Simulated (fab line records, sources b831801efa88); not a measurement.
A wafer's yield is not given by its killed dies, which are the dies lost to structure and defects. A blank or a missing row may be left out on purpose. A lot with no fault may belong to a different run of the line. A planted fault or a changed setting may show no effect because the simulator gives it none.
Check of tool commonality -- flow gf180mcu -- 42 wafers sampled across 13 lots

WHY THIS WAS OPENED
1 of 13 lots carry a flag on the reading VT_IMPLANT_2_TW at GF_VT_IMPLANT_TW_MEAS_21. Fault-free wafers read 1212, with a standard deviation of 9.8.
Rule: a lot is flagged in two cases, either no wafer of it has a number, or all its wafers with numbers fall more than 4 standard deviations from that mean. The other lots count as sound.

lot,measured,on,"VT_IMPLANT_2_TW, wafer by wafer",flag
L429,day 6 12:24,film_metro-03,1213 1221 1216,
L430,day 6 16:58,film_metro-03,1218 1210 1215,
L432,day 7 14:31,film_metro-03,1205 1211 1200,
L434,day 7 23:29,film_metro-02,1218 1206 1216,
L436,day 8 12:39,film_metro-02,30 30 30 30 30 30,FLAGGED
L437,day 8 18:03,film_metro-04,1195 1198 1194,
L440,day 9 11:42,film_metro-02,1221 1214 1219,
L445,day 10 18:20,film_metro-03,1225 1236 1225,
L446,day 10 23:08,film_metro-02,1219 1210 1219,
L447,day 11 03:52,film_metro-02,1223 1215 1222,
L448,day 11 11:29,film_metro-02,1223 1217 1221,
L449,day 11 18:42,film_metro-04,1202 1198 1196,
L451,day 12 10:38,film_metro-03,1221 1220 1214,
Averaged over the flagged lots the numbers come to 30, -1182 from the usual (-99 or more standard deviations).

TOOL THAT RAN EACH LOT
The record holds 1 process step before the reading, out of a route of 602 steps. Every cell lists first the tool, next ch and the chambers used by the sampled wafers, and last the start.
lot,flag,GF_VT_IMPLANT_EXPOSE_15
L429,,"iline_stepper-01 ch 0, day 6 05:00"
L430,,"iline_stepper-02 ch 0, day 6 08:59"
L432,,"iline_stepper-02 ch 0, day 7 06:24"
L434,,"iline_stepper-02 ch 0, day 7 15:06"
L436,FLAGGED,"iline_stepper-01 ch 0, day 8 04:14"
L437,,"iline_stepper-02 ch 0, day 8 09:34"
L440,,"iline_stepper-01 ch 0, day 9 03:03"
L445,,"iline_stepper-02 ch 0, day 10 09:05"
L446,,"iline_stepper-01 ch 0, day 10 13:38"
L447,,"iline_stepper-01 ch 0, day 10 18:51"
L448,,"iline_stepper-01 ch 0, day 11 02:16"
L449,,"iline_stepper-01 ch 0, day 11 08:59"
L451,,"iline_stepper-02 ch 0, day 12 00:50"
What the steps here do:
- GF_VT_IMPLANT_EXPOSE_15: exposes mask Nwell LV AREA, target cd 860 nm.
- GF_VT_IMPLANT_TW_MEAS_21

FLAGGED OVER TOTAL, TOOL BY TOOL (the gauges that took the reading come last)
step,tool,lots run,flagged,share of the flagged lots,sound lots run after its first flagged lot
GF_VT_IMPLANT_EXPOSE_15,iline_stepper-01,7,1,all,"5 (L440,L446,L447,L448,L449)"
GF_VT_IMPLANT_EXPOSE_15,iline_stepper-02,6,0,none,-
GF_VT_IMPLANT_TW_MEAS_21,film_metro-02,6,1,all,"4 (L440,L446,L447,L448)"
GF_VT_IMPLANT_TW_MEAS_21,film_metro-03,5,0,none,-
GF_VT_IMPLANT_TW_MEAS_21,film_metro-04,2,0,none,-

WHAT THE TABLE PERMITS
Table rows that saw every flagged lot: 2, namely iline_stepper-01 at GF_VT_IMPLANT_EXPOSE_15 and film_metro-02 at GF_VT_IMPLANT_TW_MEAS_21.
- iline_stepper-01 at GF_VT_IMPLANT_EXPOSE_15 ran 7 lots, 1 of them flagged. Sound lots ran on it after the first flagged one (L440, L446, L447, L448, L449), which a lasting fault on the whole tool wouldn't allow.
- film_metro-02 at GF_VT_IMPLANT_TW_MEAS_21 ran 6 lots, 1 of them flagged. Sound lots ran on it after the first flagged one (L440, L446, L447, L448), which a lasting fault on the whole tool wouldn't allow.
None of the table's rows ran every flagged lot and, after the first, no sound lot.

WHAT WAS PUT IN BY THE SIMULATOR
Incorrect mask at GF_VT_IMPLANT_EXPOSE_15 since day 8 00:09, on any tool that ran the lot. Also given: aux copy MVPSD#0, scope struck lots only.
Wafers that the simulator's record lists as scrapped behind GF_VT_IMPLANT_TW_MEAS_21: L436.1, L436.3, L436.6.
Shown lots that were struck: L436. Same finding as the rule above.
